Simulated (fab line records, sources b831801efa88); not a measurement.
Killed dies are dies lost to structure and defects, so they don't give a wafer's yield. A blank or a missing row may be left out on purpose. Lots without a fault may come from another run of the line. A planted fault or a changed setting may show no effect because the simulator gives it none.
fab line records | flow gf180mcu
record lots=6 wafers=18 last_day=32
route steps=602 shown CONTACT@303 M1@315
lots that met no fault: from a run of the same line without faults
start_h: hours from the record's first day to the start of the lot's first wafer shown | wait_h: hours since the lot's step before | " the same as in the row above | L1.1+2: a row that stands for several wafers | - no value, or no start given | * or withheld: withheld | < > ~ a bound
route shown NAME@n: a module of which the file shows steps, and the number in the route of the first | usual: mean/standard deviation of fault-free wafers | same: alike in all rows | chamber/n: place in a boat | sites: the reading at each site | _std_site: their standard deviation | _edge_site: outer sites' mean less inner sites' | radius_mm: how far each site lies from the wafer's centre | mask NAME#n: copy n | behind: the tool/chamber that last shaped the wafer | hold: why the lot was held/for how many hours/how that ended | device: the transistor (n, p or np) that didn't switch | end of line: the same wafers' tests at the end of the route | a step without rows: its recipe alone | killed: dies lost to structure and defects at the first sort, not the wafer's yield | map: a wafer's dies, x killed, . not, _ none there
set.NAME: the setting as run; set.NAME@STEP: as run at that earlier step | model.NAME: the simulator's own value behind a step, which no gauge read
lots at some steps of the route; a table a step, a row a wafer
services: from which hour (start_h, from the record's first day; less than 0 if before it) a tool's chamber was out of use, for how many hours, and why
## steps
# step GF_CONTACT_ETCH_16
# recipe chemistry=N2/H2 target_depth_a=withheld overetch_a=withheld time_s=withheld target=BARC ion_energy_ev=200 source_w=500 bias_w=100 pressure_mtorr=30 n2_flow_sccm=100 h2_flow_sccm=200
# step GF_CONTACT_ETCH_17
# recipe chemistry=C4F8/O2/Ar mask_material=KrF target=SiO2 stop_on=CoSi2 source_w=1500 bias_w=1200 pressure_mtorr=40 c4f8_flow_sccm=withheld O2_flow_sccm=6 Ar_flow_sccm=300 time_s=withheld target_depth_a=8600
# usual oes_product_au=0.815/0.0049
# columns lot.wafer tool chamber start_h wait_h oes_product_au
L741.1 rie_diel-03 2 - - 0.821
L741.2 " 0 " " 0.811
L741.4 " 1 " " 0.811
L743.2 rie_diel-02 2 - - 0.816
L743.4 " 1 " " 0.804
L743.5 " 1 " " 0.818
L744.1 rie_diel-03 1 - - 0.813
L744.2 " 3 " " 0.809
L744.5 " 3 " " 0.822
L749.1 rie_diel-02 2 - - 0.813
L749.3 " 3 " " 0.810
L749.5 " 0 " " 0.823
L751.1 rie_diel-04 0 - - 0.812
L751.2 " 3 " " 0.826
L751.5 " 0 " " 0.814
L754.1 rie_diel-04 3 - - 0.816
L754.2 " 1 " " 0.817
L754.5 " 2 " " 0.816
# step GF_CONTACT_STRIP_18
# recipe chemistry=O2/N2 power_w=1400 pressure_mtorr=1500 platen_temp_c=250 o2_flow_sccm=3000 n2_flow_sccm=300 overash_fraction=0.5
# usual drypump_motor_current_A=5.4/0.39 heater_power_w=339/30 oes_product_au=0.580/0.005
# columns lot.wafer tool chamber start_h wait_h drypump_motor_current_A heater_power_w oes_product_au rf_hours_counter_h
L741.1 plasma_asher-02 1 390.14 - 5.2 313 0.580 57
L741.2 " 0 " " 5.2 325 0.584 57
L741.4 " 1 " " 5.2 313 0.579 -
L743.2 plasma_asher-02 0 409.10 - 5.2 332 0.575 59
L743.4 " 0 " " 5.2 327 0.583 -
L743.5 " 0 " " 5.2 338 0.584 -
L744.1 plasma_asher-03 0 413.25 - 6.5 309 0.581 79
L744.2 " 1 " " 5.4 348 0.577 79
L744.5 " 0 " " 6.6 308 0.582 -
L749.1 plasma_asher-04 0 467.94 - 5.3 334 0.576 4
L749.3 " 1 " " 5.3 390 0.580 -
L749.5 " 0 " " 5.3 322 0.586 -
L751.1 plasma_asher-04 1 477.89 - 5.3 387 0.577 5
L751.2 " 0 " " 5.3 331 0.586 5
L751.5 " 0 " " 5.3 336 0.577 -
L754.1 plasma_asher-04 1 500.74 - 5.4 376 0.582 8
L754.2 " 0 " " 5.3 334 0.585 8
L754.5 " 0 " " 5.3 321 0.587 -
# step GF_CONTACT_CLEAN_19
# recipe chemistry=SPM
# step GF_CONTACT_CLEAN_20
# recipe chemistry=DIW
# step GF_CONTACT_CLEAN_21
# recipe chemistry=dHF time_s=20 dilution=100:1 dry=ipa_marangoni
# step GF_CONTACT_SPUTTER_22
# recipe material=Ti target_thk_nm=15 chamber_pressure_pa=5 power_w=2500 substrate_temp_c=200 time_s=80.02
# step GF_CONTACT_SPUTTER_23
# recipe material=TiN target_thk_nm=10 chamber_pressure_pa=5 power_w=4000 time_s=40
# usual cathode_dc_power_W=4000.0/0.71 chamber_pressure_pa=5.003/0.012 throttle_valve_pct=29.8/1.2
# same time_s=40
# columns lot.wafer tool chamber start_h wait_h cathode_dc_power_W chamber_pressure_pa throttle_valve_pct
L741.1 pvd_sputter-04 - 390.50 0.0 4000.7 5.020 28.9
L741.2 " - " " 4001.4 5.011 30.0
L741.4 " - " " 4000.1 4.997 28.6
L743.2 pvd_sputter-03 - 409.46 0.0 3999.6 5.001 30.9
L743.4 " - " " 3999.7 4.990 30.1
L743.5 " - " " 3999.6 4.995 27.8
L744.1 pvd_sputter-04 - 413.62 0.0 4000.6 5.011 30.3
L744.2 " - " " 4001.1 4.999 28.7
L744.5 " - " " 3999.6 5.005 31.3
L749.1 pvd_sputter-04 - 468.31 0.0 4001.8 4.991 28.4
L749.3 " - " " 4001.3 5.011 31.5
L749.5 " - " " 3999.7 4.993 28.8
L751.1 pvd_sputter-04 - 478.27 0.0 3999.7 5.012 31.6
L751.2 " - " " 4000.9 5.000 28.6
L751.5 " - " " 4000.8 5.001 28.5
L754.1 pvd_sputter-03 - 501.11 0.0 4000.1 4.998 27.5
L754.2 " - " " 3999.6 5.013 31.0
L754.5 " - " " 4000.2 5.003 31.0
# step GF_CONTACT_CVD_24
# recipe material=W target_thk_nm=300 time_s=90.339 temp_c=400 pressure_torr=40
# step GF_CONTACT_RS_MEAS_25
# recipe thk_meas_gauge=four-point-probe reads=W_of_CONTACT_CVD_24+TiN_of_CONTACT_SPUTTER_23+Ti_of_CONTACT_SPUTTER_22
# usual CONTACT_W_RS=0.380/0.0044
# columns lot.wafer tool chamber start_h wait_h CONTACT_W_RS[ohm/sq]
L741.1 film_metro-01 - 390.64 0.1 0.378
L741.2 " - " " 0.380
L741.4 " - " " 0.382
L743.2 film_metro-02 - 409.62 0.1 0.375
L743.4 " - " " 0.378
L743.5 " - " " 0.370
L744.1 film_metro-02 - 413.76 0.1 0.383
L744.2 " - " " 0.383
L744.5 " - " " 0.380
L749.1 film_metro-04 - 468.45 0.1 0.381
L749.3 " - " " 0.382
L749.5 " - " " 0.376
L751.1 film_metro-02 - 478.41 0.1 0.374
L751.2 " - " " 0.382
L751.5 " - " " 0.385
L754.1 film_metro-02 - 501.25 0.1 0.386
L754.2 " - " " 0.381
L754.5 " - " " 0.387
# step GF_CONTACT_THK_MEAS_26
# recipe thk_meas_gauge=xrf reads=W_of_CONTACT_CVD_24
# usual CONTACT_W_THK=298/5.1
# columns lot.wafer tool chamber start_h wait_h CONTACT_W_THK[nm]
L741.1 film_metro-01 - 390.76 0.1 301
L741.2 " - " " 300
L741.4 " - " " 296
L743.2 film_metro-02 - 409.73 0.1 298
L743.4 " - " " 295
L743.5 " - " " 300
L744.1 film_metro-02 - 413.88 0.1 291
L744.2 " - " " 293
L744.5 " - " " 295
L749.1 film_metro-04 - 468.57 0.1 301
L749.3 " - " " 298
L749.5 " - " " 303
L751.1 film_metro-02 - 478.53 0.1 301
L751.2 " - " " 294
L751.5 " - " " 294
L754.1 film_metro-02 - 501.37 0.1 289
L754.2 " - " " 293
L754.5 " - " " 289
# step GF_CONTACT_CMP_27
# recipe stop_on=SiO2 down_force_psi=3.5 platen_rpm=60 t_overpolish_s=15 target_thk_nm=0 pad_velocity_m_s=0.94248
# usual head_pressure_psi=3.500/0.0072 motor_current_A=11.6/1.1 overpolish_run_s=15.002/0.0097 time_to_endpoint_s=76/4.2
# columns lot.wafer tool chamber start_h wait_h head_pressure_psi motor_current_A overpolish_run_s time_to_endpoint_s
L741.4 cmp-02 1 391.01 0.2 3.494 10.1 14.996 77
L741.1 " 2 " " 3.502 11.6 14.999 75
L741.2 " 0 " " 3.493 11.8 15.014 76
L743.2 cmp-01 2 409.78 0.0 3.503 9.6 14.993 78
L743.4 " 1 " " 3.506 11.3 14.995 74
L743.5 " 3 " " 3.507 12.5 15.003 83
L744.1 cmp-02 0 413.99 0.1 3.506 12.0 15.003 80
L744.2 " 2 " " 3.502 11.7 15.001 78
L744.5 " 3 " " 3.502 13.1 15.007 83
L749.1 cmp-02 1 468.63 0.1 3.497 10.4 15.001 76
L749.3 " 0 " " 3.504 12.2 14.979 76
L749.5 " 2 " " 3.504 10.5 15.008 76
L751.2 cmp-02 0 478.59 0.0 3.499 12.4 15.000 72
L751.1 " 3 " " 3.498 12.6 14.997 76
L751.5 " 1 " " 3.494 10.0 14.990 73
L754.1 cmp-02 0 501.43 0.1 3.501 12.5 14.981 74
L754.2 " 1 " " 3.498 9.8 15.023 77
L754.5 " 1 " " 3.487 10.1 14.991 75
# step GF_M1_SPUTTER_00
# recipe material=Ti target_thk_nm=37.5 arriving_ion_energy_ev=80 substrate_temp_c=200 chamber_pressure_pa=2 power_w=4000 time_s=150
# usual cathode_dc_power_W=4000.0/0.76 chamber_pressure_pa=2.001/0.0041 throttle_valve_pct=30.1/0.9 time_s=150/0
# columns lot.wafer tool chamber start_h wait_h cathode_dc_power_W chamber_pressure_pa throttle_valve_pct time_s
L741.1 pvd_sputter-01 - 391.31 0.2 4000.2 2.002 29.9 150
L741.2 " - " " 4000.5 2.000 29.7 150
L741.4 " - " " 4000.2 2.002 30.5 150
L743.2 pvd_sputter-02 - 410.08 0.2 - - - -
L743.4 " - " " - - - -
L743.5 " - " " - - - -
L744.1 pvd_sputter-01 - 414.24 0.2 - - - -
L744.2 " - " " - - - -
L744.5 " - " " - - - -
L749.1 pvd_sputter-01 - 468.93 0.2 4000.0 2.001 30.3 150
L749.3 " - " " 4000.4 2.003 30.0 150
L749.5 " - " " 4001.2 2.001 30.0 150
L751.1 pvd_sputter-02 - 478.89 0.1 3999.5 1.990 30.4 150
L751.2 " - " " 3998.7 2.008 29.1 150
L751.5 " - " " 3999.6 2.001 30.2 150
L754.1 pvd_sputter-01 - 501.73 0.2 4000.3 2.002 30.0 150
L754.2 " - " " 4000.1 1.999 30.0 150
L754.5 " - " " 3999.8 2.000 29.8 150
# step GF_M1_SPUTTER_01
# recipe material=TiN target_thk_nm=30 power_w=6500 time_s=25 chamber_pressure_pa=0.4
# step GF_M1_SPUTTER_02
# recipe material=AlCu target_thk_nm=450 power_w=10600 time_s=23.9 chamber_pressure_pa=0.4
# step GF_M1_SPUTTER_03
# recipe material=Ti target_thk_nm=10 substrate_temp_c=300 chamber_pressure_pa=0.3 power_w=3000 time_s=6.7
# usual cathode_dc_power_W=3000.0/0.57 chamber_pressure_pa=0.2999/0.00063 throttle_valve_pct=30.0/0.92
# same time_s=6.7
# columns lot.wafer tool chamber start_h wait_h cathode_dc_power_W chamber_pressure_pa throttle_valve_pct
L741.1 pvd_sputter-01 - 391.47 0.0 3000.5 0.3010 29.9
L741.2 " - " " 2999.0 0.2990 29.4
L741.4 " - " " 3000.7 0.3001 30.2
L743.2 pvd_sputter-02 - 410.24 0.0 2999.4 0.2994 29.1
L743.4 " - " " 2999.8 0.2993 30.2
L743.5 " - " " 3000.8 0.2991 29.2
L744.1 pvd_sputter-01 - 414.41 0.0 2999.8 0.3002 29.9
L744.2 " - " " 3001.6 0.2997 31.3
L744.5 " - " " 3000.6 0.2997 30.7
L749.1 pvd_sputter-01 - 469.09 0.0 2999.2 0.3006 30.6
L749.3 " - " " 2999.4 0.3004 30.1
L749.5 " - " " 3000.9 0.2994 30.0
L751.1 pvd_sputter-02 - 479.05 0.0 3000.3 0.2996 30.5
L751.2 " - " " 2999.0 0.2996 28.9
L751.5 " - " " 3000.3 0.3008 29.8
L754.1 pvd_sputter-01 - 501.89 0.0 3000.0 0.2994 30.1
L754.2 " - " " 3000.6 0.2996 29.9
L754.5 " - " " 2999.7 0.2995 30.0
# step GF_M1_SPUTTER_04
# recipe material=TiN target_thk_nm=50 power_w=6500 time_s=41.7 chamber_pressure_pa=0.4
## services
# columns tool chamber start_h hours kind
rie_diel-04 0 372.35 3.7 repair
pvd_sputter-03 - 377.65 1.3 repair
cmp-01 - 383.43 4.6 repair
rie_diel-02 - 384.19 0.4 repair
cmp-01 - 386.30 0.9 repair
rie_diel-02 1 387.66 6.8 repair
cmp-01 - 389.38 14.9 pm
pvd_sputter-02 - 392.03 1.1 repair
rie_diel-04 2 397.29 21.5 repair
cmp-02 - 404.00 4.0 pm
pvd_sputter-03 - 407.63 1.7 repair
pvd_sputter-03 - 416.15 4.9 repair
pvd_sputter-04 - 419.24 0.5 repair
plasma_asher-04 - 421.25 9.0 pm
rie_diel-02 1 430.76 1.4 repair
pvd_sputter-03 - 435.35 4.9 repair
pvd_sputter-03 - 442.12 2.2 repair
cmp-02 - 450.38 2.1 repair
rie_diel-02 0 453.65 10.7 repair
plasma_asher-02 - 472.49 1.0 repair
pvd_sputter-03 - 482.17 15.0 repair
rie_diel-03 3 494.13 1.9 repair
rie_diel-03 2 497.91 3.3 repair
rie_diel-02 3 498.35 2.9 repair
## key
first_sign step=GF_M1_SPUTTER_00 reading=tool_record direction=missing
effect none on later readings
met_at GF_M1_SPUTTER_00
struck_wafers L743.2,L743.4,L743.5,L744.1,L744.2,L744.5
later_rows_left_out L743.2,L743.4,L743.5,L744.1,L744.2,L744.5
sort_left_out L743.2,L743.4,L743.5,L744.1,L744.2,L744.5
onset_between 391.31 410.08
fault kind=skipped_step_whole tool=pvd_sputter-01,pvd_sputter-02 chamber=- onset_h=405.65 steps=GF_M1_SPUTTER_00 scope=struck_lots_only
# sort_left_out: the simulated sort isn't trusted on such a fault, so these wafers' sort isn't shown, and their yield isn't known
# later_rows_left_out: the simulator's readings of these wafers behind a module that went badly wrong aren't trusted and aren't shown, but for the sort
